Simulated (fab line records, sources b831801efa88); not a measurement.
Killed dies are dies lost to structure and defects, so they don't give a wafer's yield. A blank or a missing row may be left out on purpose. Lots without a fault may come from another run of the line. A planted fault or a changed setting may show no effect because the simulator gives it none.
A struck lot beside a sound one | flow sky130 | 15 steps out of a route of 708
Sound: wafers L959.2, L959.3, L959.4. Struck: wafers L977.1, L977.2, L977.5. The cause comes at the end.
At each step with rows: each side's tool, then ch and its chambers, then its first start. Under that, the readings that differ: sound wafers | struck wafers | difference of the means | sigmas: that difference in standard deviations of wafers without a fault.
alike: readings whose means differ by less than 2 such deviations, and words and numbers that are the same on both sides. not compared: withheld readings, readings that some wafer has no value for, bounds like >300 that may hide the same value, and numbers for which the record gives no deviation and whose values overlap.
The two part at a step that has a row with sigmas, a row that says differs or no value, or rows on one side only. Numbers that don't overlap but have no deviation are shown without sigmas and don't part them. A reading that every wafer of one side lacks parts them only if that side has two wafers or more.

first, 4 steps without rows for these wafers: SKY_PWDE_SOFTBAKE_03; SKY_PWDE_EXPOSE_04 (exposes mask PWDEM, target cd 840 nm); SKY_PWDE_PEB_05; SKY_PWDE_DEVELOP_06 (develop time 60 s).
SKY_PWDE_OVL_MEAS_07:
  sound on overlay-01, day 4 05:52; struck on overlay-01, day 8 16:48
  alike: PWDE_OVL
then, 1 step without rows for these wafers: SKY_PWDE_IMPLANT_08.
SKY_PWDE_STRIP_09: strips in O2/N2.
  sound on plasma_asher-01 ch 0,1, day 4 06:03; struck on plasma_asher-02 ch 0,1, day 8 16:59
  reading                      | sound             | struck            | difference | sigmas
  strip_time_to_endpoint_s (s) | 37.10 37.17 37.00 | 36.77 36.73 36.84 | -0.31      | -3
  alike: drypump_motor_current_A, oes_product_au
  not compared: rf_hours_counter_h
SKY_PWDE_TW_MEAS_10:
  sound on film_metro-01, day 4 06:10; struck on film_metro-01, day 8 17:05
  alike: PWDE_TW
then, 4 steps without rows for these wafers: SKY_NWELL_DEHYDRATE_03 (time 60 s); SKY_NWELL_HMDS_04 (prime time 60 s); SKY_NWELL_COAT_05 (resist thk 3000 nm); SKY_NWELL_SOFTBAKE_06.
SKY_NWELL_EXPOSE_07: exposes mask NWM, target cd 840 nm.
  sound on iline_stepper-01 ch 0, day 4 14:55; struck on iline_stepper-02 ch 0, day 9 03:45
  reading | sound             | struck                     | difference | sigmas
  mask    | NWM#0 NWM#0 NWM#0 | NWM_R1#0 NWM_R1#0 NWM_R1#0 | differs    |
then, 1 step without rows for these wafers: SKY_NWELL_PEB_08.
-- the record jumps here: 41 days lie between the struck wafers' starts before and after (it left off in module NWELL and takes up again in module PAD_OPEN, whose first step shown is number 708 of the route) --
SKY_PAD_OPEN_PROBE_99:
  sound on prober-01, day 46 04:11; struck on prober-01, day 50 12:43
  reading                                 | sound           | struck          | difference | sigmas
  model.etest.res_nwell.width_nm (nm)     | 839 837.6 836.8 | 785 786.4 788.3 | -51        |
  model.etest.res_iso_pwell.width_nm (nm) | 2643 2649 2634  | 2681 2689 2685  | +43        |
  alike: killed_at_M0_to_M3, killed_at_M4_up, killed_at_contacts, killed_at_front_end, killed_at_other, killed_dies, killed_on_rim, killed_open, killed_short

WHERE THEY PART
First at SKY_PWDE_STRIP_09; last, within this record, at SKY_NWELL_EXPOSE_07. Later steps at which nothing parts them and some readings are alike: SKY_PAD_OPEN_PROBE_99.

WHY: what the simulator had put in
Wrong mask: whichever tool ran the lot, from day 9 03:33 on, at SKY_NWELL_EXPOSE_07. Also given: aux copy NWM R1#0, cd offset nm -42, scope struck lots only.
